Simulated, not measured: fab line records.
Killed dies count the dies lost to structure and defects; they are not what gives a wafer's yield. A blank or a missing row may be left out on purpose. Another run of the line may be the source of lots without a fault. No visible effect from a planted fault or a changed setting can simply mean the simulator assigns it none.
Which tool did it? || flow gf180mcu || 36 wafers from 12 lots sampled at 5 of the route's 602 steps

== WHAT THE GAUGES SHOWED, per wafer ==
GF_V5_THK_MEAS_03. Usual: V5_CVD_02_THK 1458 nm, standard deviation 18.
{"lot": "L316", "measured": "day 26 10:58", "on": "film-metro-01", "V5_CVD_02_THK (nm)": "1430 1480 1461", "flag": ""}
{"lot": "L317", "measured": "day 26 14:13", "on": "film-metro-02", "V5_CVD_02_THK (nm)": "1445 1474 1479", "flag": ""}
{"lot": "L318", "measured": "day 27 04:47", "on": "film-metro-04", "V5_CVD_02_THK (nm)": "1431 1459 1463", "flag": ""}
{"lot": "L320", "measured": "day 27 23:14", "on": "film-metro-02", "V5_CVD_02_THK (nm)": "1461 1453 1456", "flag": ""}
{"lot": "L319", "measured": "day 28 00:18", "on": "film-metro-01", "V5_CVD_02_THK (nm)": "1418 1412 1444", "flag": ""}
{"lot": "L323", "measured": "day 29 07:42", "on": "film-metro-04", "V5_CVD_02_THK (nm)": "1454 1443 1476", "flag": ""}
{"lot": "L325", "measured": "day 29 23:05", "on": "film-metro-01", "V5_CVD_02_THK (nm)": "1471 1479 1478", "flag": ""}
{"lot": "L326", "measured": "day 30 01:06", "on": "film-metro-01", "V5_CVD_02_THK (nm)": "1459 1460 1473", "flag": ""}
{"lot": "L327", "measured": "day 30 09:26", "on": "film-metro-01", "V5_CVD_02_THK (nm)": "1430 1453 1457", "flag": ""}
{"lot": "L331", "measured": "day 31 06:22", "on": "film-metro-01", "V5_CVD_02_THK (nm)": "1439 1457 1459", "flag": ""}
{"lot": "L335", "measured": "day 32 01:07", "on": "film-metro-02", "V5_CVD_02_THK (nm)": "1462 1478 1479", "flag": ""}
{"lot": "L338", "measured": "day 32 17:23", "on": "film-metro-04", "V5_CVD_02_THK (nm)": "1443 1477 1459", "flag": ""}

GF_V5_BOW_MEAS_05. Usual: V5_BOW 133 um, standard deviation 8.6.
{"lot": "L316", "measured": "day 26 11:21", "on": "film-metro-01", "V5_BOW (um)": "131 127 122", "flag": ""}
{"lot": "L317", "measured": "day 26 14:36", "on": "film-metro-01", "V5_BOW (um)": "136 132 140", "flag": ""}
{"lot": "L318", "measured": "day 27 05:09", "on": "film-metro-01", "V5_BOW (um)": "125 126 125", "flag": ""}
{"lot": "L320", "measured": "day 27 23:36", "on": "film-metro-02", "V5_BOW (um)": "129 126 134", "flag": ""}
{"lot": "L319", "measured": "day 28 00:40", "on": "film-metro-04", "V5_BOW (um)": "117 133 127", "flag": ""}
{"lot": "L323", "measured": "day 29 08:04", "on": "film-metro-04", "V5_BOW (um)": "151 149 141", "flag": ""}
{"lot": "L325", "measured": "day 29 23:27", "on": "film-metro-01", "V5_BOW (um)": "136 136 139", "flag": ""}
{"lot": "L326", "measured": "day 30 01:28", "on": "film-metro-04", "V5_BOW (um)": "123 137 120", "flag": ""}
{"lot": "L327", "measured": "day 30 09:48", "on": "film-metro-02", "V5_BOW (um)": "122 115 123", "flag": ""}
{"lot": "L331", "measured": "day 31 06:43", "on": "film-metro-01", "V5_BOW (um)": "135 143 135", "flag": ""}
{"lot": "L335", "measured": "day 32 01:31", "on": "film-metro-04", "V5_BOW (um)": "114 140 141", "flag": ""}
{"lot": "L338", "measured": "day 32 17:50", "on": "film-metro-01", "V5_BOW (um)": "132 131 141", "flag": ""}

GF_TOP_METAL_CD_MEAS_14: the cd target is 440 nm. Usual: cd-nm 439.8 nm, standard deviation 2.2.
{"lot": "L316", "measured": "day 28 05:02", "on": "cd-sem-02", "cd-nm (nm)": "436.1 438.4 440.4", "flag": ""}
{"lot": "L317", "measured": "day 28 07:32", "on": "cd-sem-01", "cd-nm (nm)": "442.8 441.5 441.9", "flag": ""}
{"lot": "L318", "measured": "day 28 20:52", "on": "cd-sem-01", "cd-nm (nm)": "441.0 440.4 441.6", "flag": ""}
{"lot": "L320", "measured": "day 29 15:33", "on": "cd-sem-01", "cd-nm (nm)": "435.8 436.2 438.2", "flag": ""}
{"lot": "L319", "measured": "day 29 16:42", "on": "cd-sem-02", "cd-nm (nm)": "441.8 438.3 440.2", "flag": ""}
{"lot": "L323", "measured": "day 30 21:21", "on": "cd-sem-01", "cd-nm (nm)": "442.7 443.6 442.5", "flag": ""}
{"lot": "L325", "measured": "day 31 12:22", "on": "cd-sem-02", "cd-nm (nm)": "440.4 442.5 443.3", "flag": ""}
{"lot": "L326", "measured": "day 31 15:18", "on": "cd-sem-02", "cd-nm (nm)": "433.4 436.2 434.7", "flag": ""}
{"lot": "L327", "measured": "day 31 23:21", "on": "cd-sem-02", "cd-nm (nm)": "455.6 455.4 455.5", "flag": "OFF"}
{"lot": "L331", "measured": "day 32 18:51", "on": "cd-sem-01", "cd-nm (nm)": "455.1 454.7 453.6", "flag": "OFF"}
{"lot": "L335", "measured": "day 33 11:18", "on": "cd-sem-01", "cd-nm (nm)": "441.0 440.0 441.0", "flag": ""}
{"lot": "L338", "measured": "day 34 02:21", "on": "cd-sem-01", "cd-nm (nm)": "438.5 438.6 437.5", "flag": ""}

== EACH LOT AND THE TOOL THAT RAN IT (in order: tool; ch and the chambers of the sampled wafers; start) ==
{"lot": "L316", "GF_TOP_METAL_SPUTTER_04": "pvd-sputter-02, day 27 09:08", "GF_TOP_METAL_EXPOSE_11": "iline-stepper-02 ch 0, day 27 19:23"}
{"lot": "L317", "GF_TOP_METAL_SPUTTER_04": "pvd-sputter-01, day 27 12:13", "GF_TOP_METAL_EXPOSE_11": "iline-stepper-02 ch 0, day 27 22:17"}
{"lot": "L318", "GF_TOP_METAL_SPUTTER_04": "pvd-sputter-03, day 28 02:26", "GF_TOP_METAL_EXPOSE_11": "iline-stepper-02 ch 0, day 28 12:01"}
{"lot": "L320", "GF_TOP_METAL_SPUTTER_04": "pvd-sputter-03, day 28 21:24", "GF_TOP_METAL_EXPOSE_11": "iline-stepper-01 ch 0, day 29 06:49"}
{"lot": "L319", "GF_TOP_METAL_SPUTTER_04": "pvd-sputter-02, day 28 22:19", "GF_TOP_METAL_EXPOSE_11": "iline-stepper-01 ch 0, day 29 08:09"}
{"lot": "L323", "GF_TOP_METAL_SPUTTER_04": "pvd-sputter-01, day 30 03:41", "GF_TOP_METAL_EXPOSE_11": "iline-stepper-01 ch 0, day 30 12:32"}
{"lot": "L325", "GF_TOP_METAL_SPUTTER_04": "pvd-sputter-03, day 30 18:38", "GF_TOP_METAL_EXPOSE_11": "iline-stepper-02 ch 0, day 31 03:44"}
{"lot": "L326", "GF_TOP_METAL_SPUTTER_04": "pvd-sputter-01, day 30 21:43", "GF_TOP_METAL_EXPOSE_11": "iline-stepper-01 ch 0, day 31 06:43"}
{"lot": "L327", "GF_TOP_METAL_SPUTTER_04": "pvd-sputter-02, day 31 06:12", "GF_TOP_METAL_EXPOSE_11": "iline-stepper-01 ch 0, day 31 15:00"}
{"lot": "L331", "GF_TOP_METAL_SPUTTER_04": "pvd-sputter-03, day 32 02:00", "GF_TOP_METAL_EXPOSE_11": "iline-stepper-01 ch 0, day 32 10:43"}
{"lot": "L335", "GF_TOP_METAL_SPUTTER_04": "pvd-sputter-03, day 32 19:35", "GF_TOP_METAL_EXPOSE_11": "iline-stepper-02 ch 0, day 33 04:07"}
{"lot": "L338", "GF_TOP_METAL_SPUTTER_04": "pvd-sputter-01, day 33 11:13", "GF_TOP_METAL_EXPOSE_11": "iline-stepper-02 ch 0, day 33 19:34"}
- GF_TOP_METAL_SPUTTER_04: material TiN, target thk 25 nm, time 20.8 s.
- GF_TOP_METAL_EXPOSE_11: exposes mask MetalTop, target cd 440 nm.

== AS READ BY THE TOOLS THEMSELVES (means over the sampled wafers that have a number; for cases with no such wafer, the mark the record gives instead) ==
GF_TOP_METAL_SPUTTER_04. Usual: chamber-pressure-pa 0.3999 Pa, standard deviation 0.00081; throttle-valve-pct 30.2 %, standard deviation 1.2.
{"lot": "L316", "tool": "pvd-sputter-02", "chamber-pressure-pa (Pa)": 0.3997, "throttle-valve-pct (%)": 30.6, "flag": ""}
{"lot": "L317", "tool": "pvd-sputter-01", "chamber-pressure-pa (Pa)": 0.3987, "throttle-valve-pct (%)": 29.9, "flag": ""}
{"lot": "L318", "tool": "pvd-sputter-03", "chamber-pressure-pa (Pa)": 0.4004, "throttle-valve-pct (%)": 29.7, "flag": ""}
{"lot": "L320", "tool": "pvd-sputter-03", "chamber-pressure-pa (Pa)": 0.4008, "throttle-valve-pct (%)": 29.7, "flag": ""}
{"lot": "L319", "tool": "pvd-sputter-02", "chamber-pressure-pa (Pa)": 0.3996, "throttle-valve-pct (%)": 31.0, "flag": ""}
{"lot": "L323", "tool": "pvd-sputter-01", "chamber-pressure-pa (Pa)": 0.4002, "throttle-valve-pct (%)": 29.1, "flag": ""}
{"lot": "L325", "tool": "pvd-sputter-03", "chamber-pressure-pa (Pa)": 0.3999, "throttle-valve-pct (%)": 30.8, "flag": ""}
{"lot": "L326", "tool": "pvd-sputter-01", "chamber-pressure-pa (Pa)": 0.3993, "throttle-valve-pct (%)": 29.3, "flag": ""}
{"lot": "L327", "tool": "pvd-sputter-02", "chamber-pressure-pa (Pa)": 0.4000, "throttle-valve-pct (%)": 31.0, "flag": ""}
{"lot": "L331", "tool": "pvd-sputter-03", "chamber-pressure-pa (Pa)": 0.3996, "throttle-valve-pct (%)": 31.2, "flag": ""}
{"lot": "L335", "tool": "pvd-sputter-03", "chamber-pressure-pa (Pa)": 0.3999, "throttle-valve-pct (%)": 31.1, "flag": ""}
{"lot": "L338", "tool": "pvd-sputter-01", "chamber-pressure-pa (Pa)": 0.3995, "throttle-valve-pct (%)": 29.3, "flag": ""}

GF_TOP_METAL_EXPOSE_11. Usual: exposure-dose-mJ-cm2 169.98, standard deviation 0.16.
{"lot": "L316", "tool": "iline-stepper-02", "exposure-dose-mJ-cm2": 169.99, "flag": ""}
{"lot": "L317", "tool": "iline-stepper-02", "exposure-dose-mJ-cm2": 169.95, "flag": ""}
{"lot": "L318", "tool": "iline-stepper-02", "exposure-dose-mJ-cm2": 169.94, "flag": ""}
{"lot": "L320", "tool": "iline-stepper-01", "exposure-dose-mJ-cm2": 170.00, "flag": ""}
{"lot": "L319", "tool": "iline-stepper-01", "exposure-dose-mJ-cm2": 169.86, "flag": ""}
{"lot": "L323", "tool": "iline-stepper-01", "exposure-dose-mJ-cm2": 169.94, "flag": ""}
{"lot": "L325", "tool": "iline-stepper-02", "exposure-dose-mJ-cm2": 170.04, "flag": ""}
{"lot": "L326", "tool": "iline-stepper-01", "exposure-dose-mJ-cm2": 169.99, "flag": ""}
{"lot": "L327", "tool": "iline-stepper-01", "exposure-dose-mJ-cm2": 161.26, "flag": "OFF"}
{"lot": "L331", "tool": "iline-stepper-01", "exposure-dose-mJ-cm2": 163.11, "flag": "OFF"}
{"lot": "L335", "tool": "iline-stepper-02", "exposure-dose-mJ-cm2": 170.18, "flag": ""}
{"lot": "L338", "tool": "iline-stepper-02", "exposure-dose-mJ-cm2": 170.20, "flag": ""}

== THE ANSWER, worked out from the rows above alone ==
Rule: lot off if the mean of its wafers having a number is beyond 3 standard deviations from the usual mean. Also off: a lot with no number at a reading for which 4 or more lots have one. The other lots that the step has rows for count as sound. First the gauges in route order, then the tools' own readings, where a lot's mean is used as printed above. The first step at which some lot is off is used, and at that step the reading that is off furthest; a lot without a number counts as furthest.
Off, at GF_TOP_METAL_CD_MEAS_14 on cd-nm: L327, L331.
A tool fits if, at a process step before that reading, it ran every lot that is off, and no sound lot after the first of them. The gauges at GF_TOP_METAL_CD_MEAS_14 aren't tried: what is off there is off at GF_TOP_METAL_EXPOSE_11 too, on other tools, and a gauge's error can't cause that. One fits: iline-stepper-01 at GF_TOP_METAL_EXPOSE_11. A fault onset in the window from L326 (day 31 06:43, its last sound lot) to L327 (day 31 15:00, its first lot off) fits.
The tool's own readings at GF_TOP_METAL_EXPOSE_11 bear it out: on the lots that are off they differ by more than 5 times the standard deviation of the sound lots' means. exposure-dose-mJ-cm2 reads 162.19 there against 170.01 on the sound lots.

== WHAT WAS PUT IN BY THE SIMULATOR ==
Process parameters drifting: iline-stepper-01 at GF_TOP_METAL_EXPOSE_11, beginning at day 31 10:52. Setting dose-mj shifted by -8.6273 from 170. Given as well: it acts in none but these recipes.
Struck lots among those shown: L327, L331. This agrees with what the rule above found.
